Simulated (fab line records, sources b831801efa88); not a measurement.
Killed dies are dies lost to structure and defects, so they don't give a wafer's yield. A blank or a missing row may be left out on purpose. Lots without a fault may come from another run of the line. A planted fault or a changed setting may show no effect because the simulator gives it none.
fab line records | flow sky130 | part 1 of 2: steps 1 to 24 of 38
record lots=5 wafers=15 last_day=50
route steps=708 shown FIELD_ISO@11 NWELL@32 DNWELL@35 PWDE@45
lots that met no fault: from a run of the same line without faults
start_h: hours from the record's first day to the start of the lot's first wafer shown | wait_h: hours since the lot's step before | " the same as in the row above | L1.1+2: a row that stands for several wafers | - no value, or no start given | * or withheld: withheld | < > ~ a bound
route shown NAME@n: a module of which the file shows steps, and the number in the route of the first | usual: mean/standard deviation of fault-free wafers | same: alike in all rows | chamber/n: place in a boat | sites: the reading at each site | _std_site: their standard deviation | _edge_site: outer sites' mean less inner sites' | radius_mm: how far each site lies from the wafer's centre | mask NAME#n: copy n | behind: the tool/chamber that last shaped the wafer | hold: why the lot was held/for how many hours/how that ended | device: the transistor (n, p or np) that didn't switch | end of line: the same wafers' tests at the end of the route | a step without rows: its recipe alone | killed: dies lost to structure and defects at the first sort, not the wafer's yield | map: a wafer's dies, x killed, . not, _ none there
set.NAME: the setting as run; set.NAME@STEP: as run at that earlier step | model.NAME: the simulator's own value behind a step, which no gauge read
lots at some steps of the route; a table a step, a row a wafer
services: from which hour (start_h, from the record's first day; less than 0 if before it) a tool's chamber was out of use, for how many hours, and why
## steps
# step SKY_FIELD_ISO_EXPOSE_10
# recipe mask_id=FOM na=0.68 source_shape=annular sigma_inner=0.4 sigma_outer=0.8 target_cd_nm=150 dose_mj=28
# columns lot.wafer tool chamber start_h wait_h mask
L079.2+4+6 krf_scanner-01 0 - - FOM#0
L083.1+2+4 krf_scanner-01 0 - - FOM#0
L084.2+3+4 krf_scanner-02 0 - - FOM#0
L090.1+2+5 krf_scanner-01 0 - - FOM#0
L097.2+4+6 krf_scanner-01 0 - - FOM#0
# step SKY_FIELD_ISO_PEB_11
# recipe peb_temp_c=withheld peb_time_s=withheld resist=KrF-thick
# columns lot.wafer tool chamber start_h wait_h
L079.2+4+6 litho_track-04 0 - -
L083.1+2+4 litho_track-03 0 - -
L084.2+3+4 litho_track-04 0 - -
L090.1+2+5 litho_track-04 0 - -
L097.2+4+6 litho_track-04 0 - -
# step SKY_FIELD_ISO_DEVELOP_12
# recipe develop_time_s=60 resist=KrF-thick dev_temp_c=21
# same develop_time_s=60
# columns lot.wafer tool chamber start_h wait_h
L079.2+4+6 litho_track-04 0 - -
L083.1+2+4 litho_track-03 0 - -
L084.2+3+4 litho_track-04 0 - -
L090.1+2+5 litho_track-04 0 - -
L097.2+4+6 litho_track-04 0 - -
# step SKY_FIELD_ISO_CD_MEAS_13
# recipe target_cd_nm=150
# usual cd_nm=150.1/1.5
# columns lot.wafer tool chamber start_h wait_h cd_nm
L079.2 cd_sem-01 - 54.08 - 147.8
L079.4 " - " " 149.3
L079.6 " - " " 147.4
L083.1 cd_sem-01 - 75.22 - 150.4
L083.2 " - " " 149.4
L083.4 " - " " 151.9
L084.2 cd_sem-02 - 83.13 - 152.8
L084.3 " - " " 151.9
L084.4 " - " " 151.4
L090.1 cd_sem-02 - 111.91 - 154.0
L090.2 " - " " 151.4
L090.5 " - " " 153.6
L097.2 cd_sem-02 - 150.23 - 149.8
L097.4 " - " " 148.5
L097.6 " - " " 148.3
# step SKY_FIELD_ISO_ETCH_14
# recipe chemistry=N2/H2 target=BARC ion_energy_ev=200 source_w=500 bias_w=100 pressure_mtorr=30 n2_flow_sccm=100 h2_flow_sccm=200 stop_on=SiO2 time_s=45.9 target_depth_a=600
# usual drypump_motor_current_A=5.6/0.45 oes_product_au=0.855/0.0047 throttle_valve_pct=13.224/0.0086
# columns lot.wafer tool chamber start_h wait_h drypump_motor_current_A oes_product_au rf_hours_counter_h throttle_valve_pct
L079.2 rie_diel-04 1 54.18 0.1 4.7 0.860 47 13.210
L079.4 " 0 " " 6.3 0.853 120 13.224
L079.6 " 1 " " 4.8 0.849 - 13.232
L083.1 rie_diel-04 3 75.34 0.1 5.3 0.857 2 13.227
L083.2 " 2 " " 5.6 0.862 120 13.218
L083.4 " 1 " " 4.8 0.856 47 13.234
L084.2 rie_diel-04 0 83.23 0.1 6.3 0.858 121 13.231
L084.3 " 1 " " 4.8 0.855 47 13.221
L084.4 " 0 " " 6.3 0.856 - 13.221
L090.1 rie_diel-02 2 112.03 0.1 5.7 0.852 97 13.228
L090.2 " 3 " " 5.9 0.850 6 13.230
L090.5 " 3 " " 5.9 0.862 - 13.228
L097.2 rie_diel-04 2 150.33 0.1 5.5 0.850 122 13.213
L097.4 " 0 " " 6.3 0.855 123 13.226
L097.6 " 2 " " 5.5 0.852 - 13.230
# step SKY_FIELD_ISO_ETCH_15
# recipe chemistry=CHF3/O2 target_depth_nm=180 stop_on=Si source_w=600 bias_w=200 pressure_mtorr=40 chf3_flow_sccm=50 O2_flow_sccm=5 time_s=72
# usual drypump_motor_current_A=5.6/0.45 oes_product_au=0.944/0.0063 throttle_valve_pct=8.844/0.0098
# columns lot.wafer tool chamber start_h wait_h drypump_motor_current_A oes_product_au rf_hours_counter_h throttle_valve_pct
L079.2 rie_diel-04 1 54.22 0.0 4.8 0.941 47 8.838
L079.4 " 0 " " 6.3 0.943 120 8.847
L079.6 " 1 " " 4.8 0.946 - 8.848
L083.1 rie_diel-04 3 75.39 0.0 5.3 0.938 2 8.838
L083.2 " 2 " " 5.5 0.948 120 8.837
L083.4 " 1 " " 4.7 0.937 47 8.833
L084.2 rie_diel-04 0 83.27 0.0 6.3 0.928 121 8.836
L084.3 " 1 " " 4.7 0.943 47 8.841
L084.4 " 0 " " 6.3 0.940 - 8.848
L090.1 rie_diel-02 2 112.07 0.0 5.7 0.948 97 8.819
L090.2 " 3 " " 5.9 0.941 6 8.841
L090.5 " 3 " " 5.9 0.947 - 8.842
L097.2 rie_diel-04 2 150.37 0.0 5.5 0.942 122 8.854
L097.4 " 0 " " 6.3 0.932 123 8.842
L097.6 " 2 " " 5.5 0.943 - 8.842
# step SKY_FIELD_ISO_STRIP_16
# recipe chemistry=O2/N2 power_w=1400 pressure_mtorr=1500 platen_temp_c=withheld o2_flow_sccm=3000 n2_flow_sccm=300 overash_fraction=0.5
# usual drypump_motor_current_A=5.5/0.47 oes_product_au=0.379/0.0047 strip_time_to_endpoint_s=3.57/0.033
# columns lot.wafer tool chamber start_h wait_h drypump_motor_current_A oes_product_au rf_hours_counter_h strip_time_to_endpoint_s
L079.2 plasma_asher-03 0 54.28 0.0 6.4 0.372 38 3.54
L079.4 " 1 " " 5.4 0.382 - 3.52
L079.6 " 0 " " 6.4 0.380 - 3.56
L083.1 plasma_asher-03 0 75.44 0.0 6.5 0.386 40 3.65
L083.2 " 1 " " 5.4 0.377 40 3.60
L083.4 " 1 " " 5.4 0.382 - 3.60
L084.2 plasma_asher-01 1 83.33 0.0 5.5 0.377 39 3.56
L084.3 " 1 " " 5.5 0.383 - 3.59
L084.4 " 0 " " 5.2 0.387 - 3.59
L090.1 plasma_asher-01 1 112.13 0.0 5.5 0.379 42 3.58
L090.2 " 0 " " 5.2 0.385 42 3.54
L090.5 " 1 " " 5.5 0.384 - 3.56
L097.2 plasma_asher-01 0 150.43 0.0 5.2 0.386 45 3.57
L097.4 " 0 " " 5.2 0.377 - 3.55
L097.6 " 0 " " 5.2 0.384 - 3.59
# step SKY_FIELD_ISO_ETCH_17
# recipe target_depth_a=3420 mask_material=Si3N4 chemistry=HBr/Cl2/O2 target=Si taper_deg=5 icp_w=600 bias_w=150 pressure_mtorr=15 HBr_flow_sccm=150 Cl2_flow_sccm=40 O2_flow_sccm=6 time_s=97.7
# usual drypump_motor_current_A=5.6/0.69 oes_product_au=1.004/0.011 throttle_valve_pct=25.653/0.011
# columns lot.wafer tool chamber start_h wait_h drypump_motor_current_A oes_product_au rf_hours_counter_h throttle_valve_pct
L079.2 rie_si-02 0 54.38 0.1 4.7 1.006 72 25.650
L079.4 " 2 " " 5.1 1.024 10 25.640
L079.6 " 0 " " 4.7 1.004 - 25.659
L083.1 rie_si-02 0 75.54 0.1 4.7 1.008 72 25.660
L083.2 " 3 " " 6.4 1.003 34 25.647
L083.4 " 1 " " 5.7 1.011 90 25.670
L084.2 rie_si-02 1 83.43 0.1 5.7 1.024 90 25.631
L084.3 " 3 " " 6.4 0.997 34 25.661
L084.4 " 2 " " 5.1 1.018 11 25.627
L090.1 rie_si-02 1 112.23 0.1 5.7 1.015 90 25.648
L090.2 " 0 " " 4.7 1.010 73 25.644
L090.5 " 2 " " 5.1 1.004 - 25.643
L097.2 rie_si-02 3 150.53 0.1 6.4 1.003 35 25.644
L097.4 " 2 " " 5.1 1.016 11 25.665
L097.6 " 0 " " 4.7 1.010 - 25.652
# step SKY_FIELD_ISO_WET_ETCH_18
# recipe chemistry=H3PO4 target_depth_nm=25 temp_c=160 target=Si3N4 time_s=286
# usual temp_c=160.03/0.15
# columns lot.wafer tool chamber start_h wait_h temp_c
L079.2 wet_bench-04 2 54.45 0.0 159.99
L079.4 " 2 " " 160.21
L079.6 " 2 " " 160.22
L083.1 wet_bench-01 0 75.61 0.0 159.98
L083.2 " 0 " " 159.91
L083.4 " 0 " " 160.09
L084.2 wet_bench-04 1 83.50 0.0 160.03
L084.3 " 1 " " 160.02
L084.4 " 1 " " 160.06
L090.1 wet_bench-01 1 112.30 0.0 160.15
L090.2 " 1 " " 160.08
L090.5 " 1 " " 160.02
L097.2 wet_bench-03 1 150.60 0.0 159.95
L097.4 " 1 " " 159.56
L097.6 " 1 " " 159.98
# step SKY_FIELD_ISO_CLEAN_19
# recipe chemistry=SC1/SC2 mix=1:4:20 temp_c=70 time_s=150
# usual temp_c=70.01/0.15
# columns lot.wafer tool chamber start_h wait_h temp_c
L079.2 wet_bench-03 2 54.54 0.0 70.07
L079.4 " 2 " " 69.88
L079.6 " 2 " " 69.85
L083.1 wet_bench-04 3 75.70 0.0 69.93
L083.2 " 3 " " 69.99
L083.4 " 3 " " 69.98
L084.2 wet_bench-03 1 83.58 0.0 70.06
L084.3 " 1 " " 69.99
L084.4 " 1 " " 70.00
L090.1 wet_bench-03 1 112.40 0.0 69.98
L090.2 " 1 " " 70.18
L090.5 " 1 " " 70.42
L097.2 wet_bench-04 3 150.68 0.0 70.12
L097.4 " 3 " " 70.23
L097.6 " 3 " " 69.90
# step SKY_FIELD_ISO_CLEAN_20
# recipe chemistry=dHF time_s=20 dilution=100:1
# columns lot.wafer tool chamber start_h wait_h
L079.2+4+6 wet_bench-04 2 54.59 0.0
L083.1+2+4 wet_bench-03 3 75.76 0.0
L084.2+3+4 wet_bench-01 3 83.63 0.0
L090.1+2+5 wet_bench-01 1 112.45 0.0
L097.2+4+6 wet_bench-01 0 150.73 0.0
# step SKY_FIELD_ISO_WET_ETCH_21
# recipe chemistry=dHF dilution=100:1 target_depth_nm=20 dry=ipa_marangoni target=SiO2 temp_c=25 time_s=400
# usual temp_c=25.02/0.11
# columns lot.wafer tool chamber start_h wait_h temp_c
L079.2 wet_bench-03 1 54.60 0.0 24.94
L079.4 " 1 " " 25.07
L079.6 " 1 " " 25.02
L083.1 wet_bench-01 3 75.77 0.0 24.85
L083.2 " 3 " " 25.09
L083.4 " 3 " " 25.08
L084.2 wet_bench-04 3 83.65 0.0 24.97
L084.3 " 3 " " 24.91
L084.4 " 3 " " 24.99
L090.1 wet_bench-04 0 112.47 0.0 25.13
L090.2 " 0 " " 24.97
L090.5 " 0 " " 24.90
L097.2 wet_bench-03 1 150.75 0.0 25.03
L097.4 " 1 " " 25.10
L097.6 " 1 " " 24.93
# step SKY_FIELD_ISO_OXIDATION_22
# recipe temp_c=950 ambient=O2 stabilise_s=600 purge_s=300 target_thk_a=100 ox_time_s=623
# usual ox_temp_c=950.0/0.39 spike_tc_upper_C=951.2/1.4
# columns lot.wafer tool chamber start_h wait_h ox_temp_c spike_tc_upper_C
L079.2 furnace-01 0 54.72 0.0 949.2 950.2
L079.4 " 0 " " 949.3 950.2
L079.6 " 0 " " 949.2 951.2
L083.1 furnace-01 0 77.13 1.2 950.2 953.6
L083.2 " 0 " " 950.9 952.3
L083.4 " 0 " " 950.6 949.7
L084.2 furnace-02 0 84.15 0.4 949.7 952.5
L084.3 " 0 " " 949.7 951.8
L084.4 " 0 " " 950.4 949.8
L090.1 furnace-02 0 113.71 1.1 950.3 950.8
L090.2 " 0 " " 950.4 951.8
L090.5 " 0 " " 950.0 951.3
L097.2 furnace-02 0 150.87 0.0 949.9 952.3
L097.4 " 0 " " 949.5 952.1
L097.6 " 0 " " 950.1 952.4
# step SKY_FIELD_ISO_THK_MEAS_23
# recipe reads=SiO2_of_FIELD_ISO_OXIDATION_22
# usual FIELD_ISO_OXIDATION_01_THK=10.00/0.2
# columns lot.wafer tool chamber start_h wait_h FIELD_ISO_OXIDATION_01_THK[nm]
L079.2 film_metro-01 - 55.90 0.0 9.77
L079.4 " - " " 9.58
L079.6 " - " " 9.76
L083.1 film_metro-04 - 78.30 0.0 9.98
L083.2 " - " " 10.09
L083.4 " - " " 10.16
L084.2 film_metro-01 - 85.33 0.0 10.04
L084.3 " - " " 9.95
L084.4 " - " " 10.01
L090.1 film_metro-02 - 114.88 0.0 9.88
L090.2 " - " " 9.91
L090.5 " - " " 9.91
L097.2 film_metro-02 - 152.05 0.0 9.74
L097.4 " - " " 10.02
L097.6 " - " " 9.91
# step SKY_FIELD_ISO_CVD_24
# recipe material=SiO2 target_thk_nm=595 temp_c=650 sigma_open_frac=0.3 time_s=99.2 sih4_flow_sccm=60 pressure_mtorr=6
# columns lot.wafer tool chamber start_h wait_h
L079.2+4+6 hdpcvd-01 1,2,1 55.95 0.0
L083.1+2+4 hdpcvd-02 2,1,2 78.43 0.1
L084.2+3+4 hdpcvd-02 1,2,0 85.38 0.0
L090.1+2+5 hdpcvd-01 2,1,0 114.94 0.1
L097.2+4+6 hdpcvd-01 0,0,2 152.10 0.0
# step SKY_FIELD_ISO_THK_MEAS_25
# recipe reads=SiO2_of_FIELD_ISO_CVD_24
# usual FIELD_ISO_CVD_24_THK=594/5.5
# columns lot.wafer tool chamber start_h wait_h FIELD_ISO_CVD_24_THK[nm]
L079.2 film_metro-01 - 56.03 0.0 600
L079.4 " - " " 599
L079.6 " - " " 593
L083.1 film_metro-01 - 78.51 0.0 591
L083.2 " - " " 598
L083.4 " - " " 596
L084.2 film_metro-02 - 85.46 0.0 594
L084.3 " - " " 598
L084.4 " - " " 599
L090.1 film_metro-01 - 115.03 0.0 593
L090.2 " - " " 594
L090.5 " - " " 587
L097.2 film_metro-04 - 152.18 0.0 585
L097.4 " - " " 593
L097.6 " - " " 580
# step SKY_FIELD_ISO_ANNEAL_26
# recipe temp_c=1000 time_s=1800 ambient=N2
# usual spike_tc_upper_C=1001.1/1.4
# columns lot.wafer tool chamber start_h wait_h spike_tc_upper_C
L079.2 furnace-01 0 58.80 2.8 999.3
L079.4 " 0 " " 1000.9
L079.6 " 0 " " 1000.1
L083.1 furnace-02 0 79.89 1.4 1001.3
L083.2 " 0 " " 1002.6
L083.4 " 0 " " 999.6
L084.2 furnace-02 0 85.51 0.0 1002.7
L084.3 " 0 " " 1002.9
L084.4 " 0 " " 1001.1
L090.1 furnace-02 0 115.09 0.1 1003.0
L090.2 " 0 " " 1002.7
L090.5 " 0 " " 1002.5
L097.2 furnace-02 0 152.23 0.0 1002.9
L097.4 " 0 " " 1001.9
L097.6 " 0 " " 1002.1
# step SKY_FIELD_ISO_CMP_27
# recipe stop_on=Si3N4 t_overpolish_s=16 down_force_psi=4 platen_rpm=60 target_thk_nm=457.8 pad_velocity_m_s=0.94248
# usual motor_current_A=12.1/1.4 overpolish_run_s=15.999/0.0096 time_to_endpoint_s=110/3.9
# columns lot.wafer tool chamber start_h wait_h motor_current_A overpolish_run_s time_to_endpoint_s
L079.4 cmp-01 0 60.35 0.1 11.0 15.992 114
L079.2 " 2 " " 11.4 16.003 115
L079.6 " 3 " " 12.2 15.996 115
L083.4 cmp-02 1 81.69 0.3 11.3 16.002 105
L083.2 " 3 " " 13.5 16.013 111
L083.1 " 0 " " 10.5 15.998 112
L084.4 cmp-01 0 87.01 0.0 10.9 15.998 113
L084.3 " 2 " " 11.2 16.001 116
L084.2 " 3 " " 11.3 16.014 114
L090.2 cmp-01 3 116.59 0.0 10.4 15.998 114
L090.1 " 1 " " 14.7 16.009 105
L090.5 " 0 " " 11.2 15.980 112
L097.4 cmp-01 0 153.73 0.0 10.6 15.994 113
L097.2 " 3 " " 10.8 15.997 113
L097.6 " 0 " " 11.2 15.999 111
# step SKY_FIELD_ISO_WET_ETCH_28
# recipe chemistry=dHF target_depth_nm=23.7 target=SiO2 dilution=10:1 temp_c=25 time_s=47
# usual temp_c=25.00/0.095
# columns lot.wafer tool chamber start_h wait_h temp_c
L079.2 wet_bench-01 2 60.60 0.1 24.93
L079.4 " 2 " " 25.02
L079.6 " 2 " " 24.85
L083.1 wet_bench-01 3 81.99 0.1 24.84
L083.2 " 3 " " 24.96
L083.4 " 3 " " 25.00
L084.2 wet_bench-03 3 87.31 0.1 25.00
L084.3 " 3 " " 24.89
L084.4 " 3 " " 24.90
L090.1 wet_bench-03 3 116.89 0.1 25.14
L090.2 " 3 " " 25.04
L090.5 " 3 " " 25.00
L097.2 wet_bench-04 3 154.03 0.1 24.92
L097.4 " 3 " " 25.01
L097.6 " 3 " " 24.76
# step SKY_FIELD_ISO_WET_ETCH_29
# recipe chemistry=H3PO4 target_depth_nm=160 target=Si3N4 temp_c=160 time_s=1825
# usual temp_c=160.00/0.15
# columns lot.wafer tool chamber start_h wait_h temp_c
L079.2 wet_bench-03 0 60.62 0.0 160.02
L079.4 " 0 " " 159.99
L079.6 " 0 " " 160.16
L083.1 wet_bench-04 2 82.01 0.0 160.11
L083.2 " 2 " " 160.05
L083.4 " 2 " " 160.09
L084.2 wet_bench-04 2 87.33 0.0 160.03
L084.3 " 2 " " 160.02
L084.4 " 2 " " 160.18
L090.1 wet_bench-01 2 116.91 0.0 160.07
L090.2 " 2 " " 159.83
L090.5 " 2 " " 159.96
L097.2 wet_bench-04 2 154.05 0.0 160.19
L097.4 " 2 " " 160.13
L097.6 " 2 " " 159.84
# step SKY_FIELD_ISO_WET_ETCH_30
# recipe chemistry=dHF target_depth_nm=25 target=SiO2 dilution=10:1 temp_c=25 time_s=50
# usual temp_c=25.03/0.11
# columns lot.wafer tool chamber start_h wait_h temp_c
L079.2 wet_bench-01 3 61.13 0.0 24.94
L079.4 " 3 " " 24.85
L079.6 " 3 " " 25.24
L083.1 wet_bench-03 1 82.53 0.0 25.04
L083.2 " 1 " " 25.07
L083.4 " 1 " " 25.01
L084.2 wet_bench-01 0 87.89 0.0 25.25
L084.3 " 0 " " 25.18
L084.4 " 0 " " 25.00
L090.1 wet_bench-03 2 117.47 0.0 25.02
L090.2 " 2 " " 25.02
L090.5 " 2 " " 25.03
L097.2 wet_bench-01 3 154.57 0.0 24.92
L097.4 " 3 " " 25.12
L097.6 " 3 " " 25.14
# step SKY_NWELL_CLEAN_00
# recipe chemistry=SC1/SC2 mix=1:4:20 temp_c=70 time_s=150 dry=n2_spin
# usual temp_c=70.02/0.13
# columns lot.wafer tool chamber start_h wait_h temp_c
L079.2 wet_bench-04 2 61.16 0.0 69.86
L079.4 " 2 " " 70.05
L079.6 " 2 " " 70.03
L083.1 wet_bench-01 1 82.55 0.0 69.86
L083.2 " 1 " " 69.68
L083.4 " 1 " " 69.72
L084.2 wet_bench-03 3 87.92 0.0 69.99
L084.3 " 3 " " 69.92
L084.4 " 3 " " 70.09
L090.1 wet_bench-04 0 117.49 0.0 70.03
L090.2 " 0 " " 70.09
L090.5 " 0 " " 70.18
L097.2 wet_bench-03 3 154.59 0.0 69.99
L097.4 " 3 " " 70.03
L097.6 " 3 " " 69.98
# step SKY_NWELL_OXIDATION_01
# recipe temp_c=900 ambient=O2 stabilise_s=600 purge_s=300 target_thk_a=100 ox_time_s=1418
# usual ox_temp_c=900.0/0.44 spike_tc_upper_C=900.9/1.4
# columns lot.wafer tool chamber start_h wait_h ox_temp_c spike_tc_upper_C
L079.2 furnace-01 0 67.11 5.9 899.7 901.0
L079.4 " 0 " " 900.1 898.1
L079.6 " 0 " " 899.9 899.7
L083.1 furnace-01 0 83.80 1.2 899.8 899.7
L083.2 " 0 " " 899.8 899.9
L083.4 " 0 " " 899.4 899.2
L084.2 furnace-02 0 87.97 0.0 899.0 901.5
L084.3 " 0 " " 899.4 901.7
L084.4 " 0 " " 899.6 902.6
L090.1 furnace-02 0 119.53 2.0 899.9 901.9
L090.2 " 0 " " 900.8 901.6
L090.5 " 0 " " 900.5 902.2
L097.2 furnace-02 0 154.64 0.0 901.0 903.2
L097.4 " 0 " " 899.3 900.9
L097.6 " 0 " " 900.0 902.2
# step SKY_NWELL_THK_MEAS_02
# recipe reads=SiO2_of_NWELL_OXIDATION_01
# usual NWELL_OXIDATION_THK=10.05/0.22
# columns lot.wafer tool chamber start_h wait_h NWELL_OXIDATION_THK[nm]
L079.2 film_metro-04 - 68.51 0.0 10.26
L079.4 " - " " 10.22
L079.6 " - " " 10.20
L083.1 film_metro-02 - 85.27 0.1 9.96
L083.2 " - " " 9.97
L083.4 " - " " 9.82
L084.2 film_metro-03 - 89.37 0.0 9.99
L084.3 " - " " 9.81
L084.4 " - " " 9.94
L090.1 film_metro-02 - 120.92 0.0 10.04
L090.2 " - " " 9.79
L090.5 " - " " 9.85
L097.2 film_metro-03 - 156.05 0.0 10.07
L097.4 " - " " 9.98
L097.6 " - " " 9.94
